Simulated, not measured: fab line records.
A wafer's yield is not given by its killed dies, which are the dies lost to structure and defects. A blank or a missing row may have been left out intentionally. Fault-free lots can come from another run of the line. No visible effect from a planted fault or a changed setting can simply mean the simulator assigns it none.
fab line records	flow sky130
record: lots: 6	wafers: 18	last_day: 50
route steps=708 shown METAL4@623 PAD_OPEN@708
lots that met no fault: from a run of the same line without faults
start_h: hours from the record's first day to the start of the lot's first wafer shown	wait_h: hours from the lot's prior step to this one	" same as the row above	L1.1+2: one row covering several wafers at once	- either no value or no given start	* or withheld: withheld	< > ~ a bound
route shown NAME@n: NAME is a module with steps in the file, n the number in the route of the first one	usual: mean and standard deviation over wafers with no fault	same: alike in all rows	chamber/n: place in a boat	sites: each site's reading	_std_site: the standard deviation of these	_edge_site: outer sites' mean less inner sites'	radius_mm: for every site, how far away it sits from the centre of the wafer	mask NAME#n: copy n	behind: tool/chamber where the wafer was last shaped	hold: cause of the lot's hold/its duration in hours/its outcome	device: which transistor (n, p or np) failed to switch	end of line: tests of these same wafers at the route's end	a step without rows: its recipe alone	killed: at the first sort, the dies lost to defects and structure; wafer yield is something else	map: dies across one wafer; x = killed, . = not, _ = none there
set.NAME: setting as actually run; set.NAME@STEP: the setting as run at that earlier step	model.NAME: the simulator's own value behind a step, which no gauge read
lots seen at some steps along the route; tables by step, rows by wafer
services: from which hour (start_h, from the record's first day; less than 0 if before it) a tool's chamber was out of use, for how many hours, and why
== steps ==
step: SKY_METAL4_COAT_07
recipe: resist: BARC	temp_c: withheld	time_s: withheld	spin_rpm: 3000	resist_thk_nm: 60
step: SKY_METAL4_COAT_08
recipe: resist: KrF-thick	spin_rpm: 3000	resist_thk_nm: 1140
step: SKY_METAL4_SOFTBAKE_09
recipe: temp_c: 100	time_s: 90	resist: KrF-thick
step: SKY_METAL4_EXPOSE_10
recipe: mask_id: MM4	na: 0.68	source_shape: annular	sigma_inner: 0.4	sigma_outer: 0.8	target_cd_nm: 300	dose_mj: 28
step: SKY_METAL4_PEB_11
recipe: peb_temp_c: withheld	peb_time_s: withheld	resist: KrF-thick
step: SKY_METAL4_DEVELOP_12
recipe: develop_time_s: 60	resist: KrF-thick	dev_temp_c: 21
step: SKY_METAL4_CD_MEAS_13
recipe: target_cd_nm: 300
usual: cd_nm: 300.4/1.4
lot.wafer	tool	chamber	start_h	wait_h	cd_nm
L734.3	cd_sem-02	-	1024.13	-	298.8
L734.4	"	-	"	"	299.0
L734.6	"	-	"	"	300.6
L737.1	cd_sem-01	-	1039.20	-	301.6
L737.2	"	-	"	"	302.4
L737.4	"	-	"	"	301.4
L746.3	cd_sem-01	-	1087.98	-	300.0
L746.5	"	-	"	"	300.2
L746.6	"	-	"	"	300.8
L748.1	cd_sem-02	-	1108.10	-	301.5
L748.2	"	-	"	"	300.7
L748.4	"	-	"	"	301.5
L749.2	cd_sem-01	-	1118.17	-	299.4
L749.4	"	-	"	"	299.6
L749.5	"	-	"	"	299.0
L751.3	cd_sem-01	-	1131.29	-	299.9
L751.5	"	-	"	"	299.2
L751.6	"	-	"	"	300.2
step: SKY_METAL4_OVL_MEAS_14
usual: METAL4_OVL: -3/6.1
lot.wafer	tool	chamber	start_h	wait_h	METAL4_OVL[nm]
L734.3	overlay-01	-	1024.22	0.1	-5
L734.4	"	-	"	"	2
L734.6	"	-	"	"	-1
L737.1	overlay-02	-	1039.32	0.1	-4
L737.2	"	-	"	"	-6
L737.4	"	-	"	"	1
L746.3	overlay-01	-	1088.07	0.1	3
L746.5	"	-	"	"	1
L746.6	"	-	"	"	10
L748.1	overlay-02	-	1108.22	0.1	6
L748.2	"	-	"	"	-1
L748.4	"	-	"	"	-2
L749.2	overlay-01	-	1118.27	0.1	-3
L749.4	"	-	"	"	-5
L749.5	"	-	"	"	1
L751.3	overlay-02	-	1131.38	0.1	-5
L751.5	"	-	"	"	-9
L751.6	"	-	"	"	-6
step: SKY_METAL4_DESCUM_15
recipe: chemistry: O2	source_power_w: 150	bias_power_w: 0	pressure_mtorr: 10	temp_c: 40	time_s: 8
usual: drypump_motor_current_A: 5.7/0.59	he_backside_leak_sccm: 3.37/0.28	oes_product_au: 1.001/0.0095
lot.wafer	tool	chamber	start_h	wait_h	drypump_motor_current_A	he_backside_leak_sccm	oes_product_au	rf_hours_counter_h
L734.3	rie_metal-02	0	1024.26	0.0	4.9	3.63	0.991	-
L734.4	"	1	"	"	5.9	3.37	1.001	-
L734.6	"	0	"	"	4.9	3.78	0.993	-
L737.1	rie_metal-02	1	1039.35	0.0	5.9	2.97	0.998	15
L737.2	"	0	"	"	4.9	3.61	0.979	14
L737.4	"	1	"	"	5.8	3.28	1.000	-
L746.3	rie_metal-03	1	1088.11	0.0	5.0	3.25	1.009	-
L746.5	"	1	"	"	5.1	3.15	1.008	-
L746.6	"	0	"	"	6.2	3.61	1.009	-
L748.1	rie_metal-04	0	1108.25	0.0	6.5	3.05	0.993	22
L748.2	"	1	"	"	5.6	3.45	1.001	5
L748.4	"	0	"	"	6.5	3.14	0.991	-
L749.2	rie_metal-04	1	1118.30	0.0	5.6	3.52	1.001	6
L749.4	"	1	"	"	5.6	3.27	0.994	-
L749.5	"	0	"	"	6.4	3.15	1.007	-
L751.3	rie_metal-02	0	1131.41	0.0	4.9	3.53	0.989	-
L751.5	"	0	"	"	4.9	3.50	0.980	-
L751.6	"	1	"	"	5.9	3.28	0.993	-
step: SKY_METAL4_ETCH_16
recipe: chemistry: N2/H2	target: BARC	ion_energy_ev: 200	bias_w: 100	pressure_mtorr: 30	n2_flow_sccm: 100	h2_flow_sccm: 200	icp_w: 500	stop_on: SiO2	time_s: 88.2	target_depth_a: 600
usual: drypump_motor_current_A: 5.7/0.59	he_backside_leak_sccm: 3.34/0.2	oes_product_au: 0.626/0.0049	throttle_valve_pct: 13.205/0.0086
lot.wafer	tool	chamber	start_h	wait_h	drypump_motor_current_A	he_backside_leak_sccm	oes_product_au	rf_hours_counter_h	throttle_valve_pct
L734.3	rie_metal-02	0	1024.31	0.0	5.0	3.80	0.623	-	13.201
L734.4	"	1	"	"	5.9	3.37	0.632	-	13.204
L734.6	"	0	"	"	5.0	3.73	0.628	-	13.210
L737.1	rie_metal-02	1	1039.38	0.0	5.9	3.49	0.626	15	13.215
L737.2	"	0	"	"	5.0	3.61	0.629	14	13.197
L737.4	"	1	"	"	5.9	3.58	0.623	-	13.193
L746.3	rie_metal-03	1	1088.16	0.0	5.0	3.19	0.624	-	13.206
L746.5	"	1	"	"	5.1	3.36	0.627	-	13.206
L746.6	"	0	"	"	6.3	3.51	0.624	-	13.215
L748.1	rie_metal-04	0	1108.29	0.0	6.5	3.28	0.626	22	13.199
L748.2	"	1	"	"	5.6	3.36	0.634	5	13.220
L748.4	"	0	"	"	6.5	3.19	0.632	-	13.205
L749.2	rie_metal-04	1	1118.33	0.0	5.6	3.40	0.625	6	13.198
L749.4	"	1	"	"	5.6	3.34	0.623	-	13.206
L749.5	"	0	"	"	6.5	3.09	0.618	-	13.213
L751.3	rie_metal-02	0	1131.47	0.0	5.0	3.49	0.629	-	13.209
L751.5	"	0	"	"	4.9	3.65	0.627	-	13.209
L751.6	"	1	"	"	5.9	3.28	0.620	-	13.200
step: SKY_METAL4_ETCH_17
recipe: target: SiO2	stop_on: TiN	chemistry: C4F8/O2/Ar	source_w: 1500	bias_w: 1200	pressure_mtorr: 40	c4f8_flow_sccm: withheld	O2_flow_sccm: 6	Ar_flow_sccm: 300	time_s: 3.9	target_depth_a: 150
usual: oes_product_au: 0.753/0.0068
lot.wafer	tool	chamber	start_h	wait_h	oes_product_au	rf_hours_counter_h
L734.3	rie_diel-01	0	1024.38	0.0	0.751	13
L734.4	"	2	"	"	0.758	20
L734.6	"	2	"	"	0.760	-
L737.1	rie_diel-02	1	1039.48	0.1	0.749	20
L737.2	"	0	"	"	0.759	12
L737.4	"	2	"	"	0.759	20
L746.3	rie_diel-02	3	1088.23	0.0	0.757	8
L746.5	"	0	"	"	0.752	-
L746.6	"	3	"	"	0.756	-
L748.1	rie_diel-03	0	1108.38	0.1	0.755	16
L748.2	"	3	"	"	0.749	24
L748.4	"	1	"	"	0.767	21
L749.2	rie_diel-01	2	1118.43	0.1	0.753	23
L749.4	"	1	"	"	0.758	4
L749.5	"	2	"	"	0.762	-
L751.3	rie_diel-01	0	1131.53	0.0	0.761	17
L751.5	"	1	"	"	0.762	-
L751.6	"	0	"	"	0.749	-
step: SKY_METAL4_METAL_ETCH_18
recipe: target_depth_a: 8450	stop_on: SiO2	over_etch_frac: 0.3	time_s: 183.1	chemistry: Cl2/BCl3	resist_sidewall_deg: 88	pressure_mtorr: 10	icp_w: 900	bias_w: 48.5	Cl2_flow_sccm: 60	bcl3_flow_sccm: 30
usual: drypump_motor_current_A: 5.7/0.57	he_backside_leak_sccm: 3.36/0.29	oes_product_au: 0.866/0.0066	throttle_valve_pct: 22.263/0.0097
lot.wafer	tool	chamber	start_h	wait_h	drypump_motor_current_A	he_backside_leak_sccm	oes_product_au	rf_hours_counter_h	throttle_valve_pct
L734.3	rie_metal-03	1	1024.45	0.1	5.0	3.28	0.862	-	22.267
L734.4	"	0	"	"	6.2	3.34	0.854	-	22.264
L734.6	"	1	"	"	5.0	3.29	0.860	-	22.256
L737.1	rie_metal-04	0	1039.50	0.0	6.5	3.01	0.859	17	22.253
L737.2	"	1	"	"	5.6	3.37	0.877	0	22.252
L737.4	"	1	"	"	5.6	3.28	0.872	-	22.262
L746.3	rie_metal-04	1	1088.30	0.1	5.6	3.45	0.865	-	22.261
L746.5	"	0	"	"	6.5	3.07	0.869	-	22.269
L746.6	"	1	"	"	5.6	3.30	0.869	-	22.265
L748.1	rie_metal-02	0	1108.40	0.0	4.9	3.46	0.872	18	22.261
L748.2	"	1	"	"	5.9	3.50	0.858	19	22.249
L748.4	"	0	"	"	5.0	3.54	0.862	-	22.262
L749.2	rie_metal-02	1	1118.45	0.0	5.8	3.56	0.862	20	22.255
L749.4	"	1	"	"	5.8	3.49	0.861	-	22.256
L749.5	"	1	"	"	5.8	3.36	0.866	-	22.256
L751.3	rie_metal-03	1	1131.61	0.1	5.1	3.33	0.862	-	22.259
L751.5	"	0	"	"	6.2	3.40	0.854	-	22.260
L751.6	"	1	"	"	5.0	3.37	0.863	-	22.269
step: SKY_METAL4_STRIP_19
recipe: chemistry: O2/N2	power_w: 1400	pressure_mtorr: 1500	platen_temp_c: withheld	o2_flow_sccm: 3000	n2_flow_sccm: 300	overash_fraction: 0.5
usual: drypump_motor_current_A: 5.9/0.58	oes_product_au: 0.502/0.0055	overash_fraction: 0.5/0	strip_time_to_endpoint_s: 6.54/0.085
lot.wafer	tool	chamber	start_h	wait_h	drypump_motor_current_A	oes_product_au	overash_fraction	rf_hours_counter_h	strip_time_to_endpoint_s
L734.3	plasma_asher-04	1	1024.61	0.1	5.8	0.506	0.5	-	6.51
L734.4	"	0	"	"	6.6	0.498	0.5	-	6.52
L734.6	"	0	"	"	6.6	0.501	0.5	-	6.50
L737.1	plasma_asher-03	0	1039.68	0.1	6.3	0.501	0.5	28	6.44
L737.2	"	1	"	"	5.7	0.496	0.5	28	6.49
L737.4	"	1	"	"	5.7	0.504	0.5	-	6.52
L746.3	plasma_asher-03	0	1088.46	0.1	6.3	0.509	0.3	-	6.61
L746.5	"	0	"	"	6.3	0.502	0.3	-	6.55
L746.6	"	1	"	"	5.7	0.505	0.3	-	6.63
L748.1	plasma_asher-03	1	1108.58	0.1	5.7	0.503	0.3	35	6.67
L748.2	"	0	"	"	6.3	0.503	0.3	35	6.64
L748.4	"	0	"	"	6.3	0.515	0.3	-	6.69
L749.2	plasma_asher-04	0	1118.63	0.1	6.6	0.502	0.5	5	6.54
L749.4	"	1	"	"	5.8	0.498	0.5	-	6.57
L749.5	"	1	"	"	5.8	0.504	0.5	-	6.55
L751.3	plasma_asher-04	0	1131.76	0.1	6.6	0.498	0.5	-	6.52
L751.5	"	0	"	"	6.6	0.506	0.5	-	6.55
L751.6	"	1	"	"	5.8	0.502	0.5	-	6.48
step: SKY_METAL4_STRIP_20
recipe: chemistry: post_etch_residue_remover	time_s: 1200	temp_c: 72.5
step: SKY_PAD_OPEN_PROBE_99
usual: defect_limited_yield: 82.4/1.9	killed_at_M0_to_M3: 44/7.2	killed_at_M4_up: 3.4/2.1	killed_at_contacts: 24/5.5	killed_at_front_end: 15/4.6	killed_at_other: 0.4/0.64	killed_dies: 86/9.1	killed_on_rim: 17/3.8	killed_open: 47/7.5	killed_short: 39/5.8	sort_bin_3_pad_short: 0.9/0.41	sort_bin_5_function: 10.4/1.5	sort_bin_6_memory: 6.3/1.2	sort_n_pass: 406/9.1	sort_yield_pct: 82.4/1.9
same: gross_dies: 492	killed_at_back_side: 0	sort_bin_4_leakage[%]: 0	sort_bin_8_speed[%]: 0
lot.wafer	tool	chamber	start_h	wait_h	defect_limited_yield[%]	killed_at_M0_to_M3	killed_at_M4_up	killed_at_contacts	killed_at_front_end	killed_at_other	killed_dies	killed_on_rim	killed_open	killed_short	sort_bin_3_pad_short[%]	sort_bin_5_function[%]	sort_bin_6_memory[%]	sort_n_pass	sort_yield_pct[%]
L734.3	prober-01	-	1114.82	0.2	83.9	30	4	26	18	1	79	21	46	33	0.6	7.7	7.7	413	83.9
L734.4	prober-01	-	1114.87	0.2	81.9	47	6	18	18	0	89	20	46	43	1.0	11.2	5.9	403	81.9
L734.6	prober-01	-	1114.97	0.2	83.7	56	1	11	12	0	80	15	48	32	1.0	9.3	5.9	412	83.7
L737.1	prober-02	-	1128.76	0.1	80.9	53	3	27	11	0	94	15	57	37	0.2	12.0	6.9	398	80.9
L737.2	prober-02	-	1128.81	0.1	78.7	47	3	33	21	1	105	19	61	43	0.4	14.8	6.1	387	78.7
L737.4	prober-02	-	1128.91	0.2	84.6	45	3	21	7	0	76	15	39	37	1.0	8.7	5.7	416	84.6
L746.3	prober-01	-	1170.96	0.2	81.5	44	3	34	9	1	91	18	51	40	0.6	10.8	7.1	401	81.5
L746.5	prober-01	-	1171.06	0.2	86.0	33	4	22	10	0	69	10	34	35	0.8	9.1	4.1	423	86.0
L746.6	prober-01	-	1171.11	0.2	80.9	48	9	23	14	0	94	12	44	50	1.0	10.0	8.1	398	80.9
L748.1	prober-01	-	1186.34	0.1	82.7	46	3	27	9	0	85	19	51	34	1.4	10.0	5.9	407	82.7
L748.2	prober-01	-	1186.39	0.1	81.9	44	5	28	12	0	89	17	48	41	0.6	9.6	7.9	403	81.9
L748.4	prober-01	-	1186.49	0.2	81.7	42	4	30	14	0	90	17	50	40	0.8	9.8	7.7	402	81.7
L749.2	prober-02	-	1194.16	0.1	83.9	31	1	25	21	1	79	14	50	29	1.4	9.6	5.1	413	83.9
L749.4	prober-02	-	1194.26	0.2	81.1	29	4	29	30	1	93	19	41	49	0.8	13.6	4.5	399	81.1
L749.5	prober-02	-	1194.31	0.2	82.7	39	3	28	15	0	85	17	45	40	1.0	9.1	7.1	407	82.7
L751.3	prober-01	-	1205.57	0.2	80.5	61	2	16	17	0	96	20	51	44	0.4	12.2	6.9	396	80.5
L751.5	prober-01	-	1205.67	0.2	81.5	48	4	18	21	0	91	15	62	29	0.6	9.8	8.1	401	81.5
L751.6	prober-01	-	1205.72	0.2	79.3	45	4	39	14	0	102	25	56	46	0.4	13.4	6.9	390	79.3
killed by level:class
L734.3 CONTACT:geometric_particle:open=12 VIA2:geometric_particle:open=8 LOCAL_INTERCONNECT:geometric_particle:short=6 FIELD_ISO:geometric_particle:open=5 POLY_GATE:geometric_particle:open=5 VIA1:geometric_particle:open=5 LI_CONTACT:geometric_particle:open=4 VIA1:geometric_particle:short=4
L734.4 VIA1:geometric_particle:open=13 VIA2:geometric_particle:open=8 CONTACT:geometric_particle:open=7 METAL2:geometric_particle:short=7 CONTACT:geometric_particle:short=6 FIELD_ISO:geometric_particle:short=5 METAL1:geometric_particle:short=5 VIA3:geometric_particle:open=5
L734.6 VIA1:geometric_particle:open=11 VIA2:geometric_particle:open=10 VIA3:geometric_particle:open=8 VIA2:geometric_particle:short=7 METAL1:geometric_particle:short=7 VIA1:geometric_particle:short=5 FIELD_ISO:geometric_particle:open=4 METAL2:geometric_particle:short=4
L737.1 VIA1:geometric_particle:open=17 CONTACT:geometric_particle:open=14 VIA3:geometric_particle:open=9 VIA1:geometric_particle:short=7 LI_CONTACT:geometric_particle:open=6 CONTACT:geometric_particle:short=5 VIA3:geometric_particle:short=4 METAL2:geometric_particle:short=4
L737.2 VIA1:geometric_particle:open=14 LI_CONTACT:geometric_particle:open=12 VIA2:geometric_particle:open=10 CONTACT:geometric_particle:open=8 METAL1:geometric_particle:short=8 POLY_GATE:geometric_particle:short=6 LI_CONTACT:geometric_particle:short=5 VIA3:geometric_particle:open=5
L737.4 VIA1:geometric_particle:open=13 METAL2:geometric_particle:short=7 CONTACT:geometric_particle:open=6 VIA3:geometric_particle:open=6 LI_CONTACT:geometric_particle:open=5 CONTACT:geometric_particle:short=5 METAL1:geometric_particle:short=5 VIA2:geometric_particle:open=4
L746.3 LI_CONTACT:geometric_particle:open=12 CONTACT:geometric_particle:open=8 VIA2:geometric_particle:open=8 VIA1:geometric_particle:open=7 VIA3:geometric_particle:open=6 METAL2:geometric_particle:short=6 LI_CONTACT:geometric_particle:short=5 VIA1:geometric_particle:short=5
L746.5 CONTACT:geometric_particle:open=12 METAL1:geometric_particle:short=7 METAL2:geometric_particle:short=5 POLY_GATE:geometric_particle:short=4 LI_CONTACT:geometric_particle:open=4 VIA1:geometric_particle:open=4 METAL2:geometric_particle:open=3 VIA1:geometric_particle:short=3
L746.6 CONTACT:geometric_particle:open=8 VIA1:geometric_particle:open=8 METAL2:geometric_particle:short=8 VIA3:geometric_particle:open=8 POLY_GATE:geometric_particle:short=6 METAL1:geometric_particle:short=6 METAL4:geometric_particle:short=6 LI_CONTACT:geometric_particle:short=5
L748.1 VIA1:geometric_particle:open=13 CONTACT:geometric_particle:open=12 METAL1:geometric_particle:short=9 VIA2:geometric_particle:open=8 LI_CONTACT:geometric_particle:open=5 LOCAL_INTERCONNECT:geometric_particle:short=4 CONTACT:geometric_particle:short=4 METAL3:geometric_particle:short=4
L748.2 LI_CONTACT:geometric_particle:open=9 METAL2:geometric_particle:short=9 CONTACT:geometric_particle:short=8 CONTACT:geometric_particle:open=7 VIA1:geometric_particle:open=6 VIA3:geometric_particle:short=6 VIA2:geometric_particle:open=6 METAL1:geometric_particle:short=5
L748.4 LI_CONTACT:geometric_particle:open=8 VIA2:geometric_particle:open=8 VIA1:geometric_particle:open=7 LI_CONTACT:geometric_particle:short=6 CONTACT:geometric_particle:open=6 VIA1:geometric_particle:short=6 VIA3:geometric_particle:open=6 FIELD_ISO:geometric_particle:open=5
L749.2 CONTACT:geometric_particle:open=10 LI_CONTACT:geometric_particle:open=8 VIA1:geometric_particle:open=8 FIELD_ISO:geometric_particle:open=5 VIA1:geometric_particle:short=5 VIA2:geometric_particle:open=5 SONOS_ONO:geometric_particle:open=3 POLY_GATE:geometric_particle:short=3
L749.4 CONTACT:geometric_particle:open=11 FIELD_ISO:geometric_particle:short=7 POLY_GATE:geometric_particle:short=7 CONTACT:geometric_particle:short=6 VIA1:geometric_particle:open=6 FIELD_ISO:geometric_particle:open=5 POLY_GATE:geometric_particle:open=5 METAL2:geometric_particle:short=5
L749.5 CONTACT:geometric_particle:open=11 VIA1:geometric_particle:open=10 VIA3:geometric_particle:open=8 FIELD_ISO:geometric_particle:short=6 VIA3:geometric_particle:short=6 LOCAL_INTERCONNECT:geometric_particle:short=5 METAL1:geometric_particle:short=5 LI_CONTACT:geometric_particle:open=4
L751.3 VIA1:geometric_particle:open=16 METAL1:geometric_particle:short=10 CONTACT:geometric_particle:open=7 VIA3:geometric_particle:open=7 VIA2:geometric_particle:open=6 VIA1:geometric_particle:short=5 FIELD_ISO:geometric_particle:open=4 POLY_GATE:geometric_particle:open=4
L751.5 VIA2:geometric_particle:open=12 VIA1:geometric_particle:open=9 FIELD_ISO:geometric_particle:open=8 LI_CONTACT:geometric_particle:open=7 CONTACT:geometric_particle:open=6 VIA3:geometric_particle:open=5 METAL1:geometric_particle:short=5 POLY_GATE:geometric_particle:open=4
L751.6 CONTACT:geometric_particle:open=13 VIA3:geometric_particle:open=9 CONTACT:geometric_particle:short=8 VIA1:geometric_particle:open=8 METAL1:geometric_particle:short=8 VIA2:geometric_particle:open=7 FIELD_ISO:geometric_particle:open=6 LOCAL_INTERCONNECT:geometric_particle:short=6
== services ==
tool	chamber	start_h	hours	kind
rie_diel-02	-	1006.41	1.4	repair
rie_diel-01	2	1013.27	9.7	repair
rie_metal-04	-	1019.53	14.6	pm
plasma_asher-03	-	1044.74	4.0	pm
rie_diel-03	-	1050.06	2.6	repair
plasma_asher-04	-	1053.14	1.4	repair
plasma_asher-04	-	1055.25	9.0	pm
plasma_asher-04	0	1055.25	9.0	vent_cycle
plasma_asher-04	1	1055.25	9.0	vent_cycle
plasma_asher-04	0	1064.25	-	clean
plasma_asher-04	1	1064.25	-	clean
plasma_asher-04	-	1075.68	1.8	repair
rie_diel-02	2	1093.94	-	clean
rie_diel-02	2	1093.94	18.0	scheduled_down
rie_diel-02	2	1093.94	18.0	vent_cycle
rie_diel-02	-	1094.87	1.6	repair
plasma_asher-03	-	1096.82	2.1	repair
rie_diel-02	-	1113.93	14.6	pm
rie_metal-04	-	1114.41	2.8	pm
rie_diel-03	-	1123.24	14.6	pm
rie_diel-02	1	1129.88	4.0	repair
== key ==
first_sign: step: SKY_METAL4_STRIP_19	reading: overash_fraction	direction: down	sigmas: 99+	usual: 0.5	struck: 0.3
effect none on later readings
met_at SKY_METAL4_STRIP_19
struck_wafers L746.3,L746.5,L746.6,L748.1,L748.2,L748.4
onset_between 1039.68 1088.46
fault: kind: process_parameter_drift	tool: plasma_asher-03	chamber: -	onset_h: 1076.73	steps: SKY_METAL4_STRIP_19	channel: overash_fraction	offset: -0.2	shape: step	end_h: 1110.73	acts_in: these_recipes_only	stated: 0.5
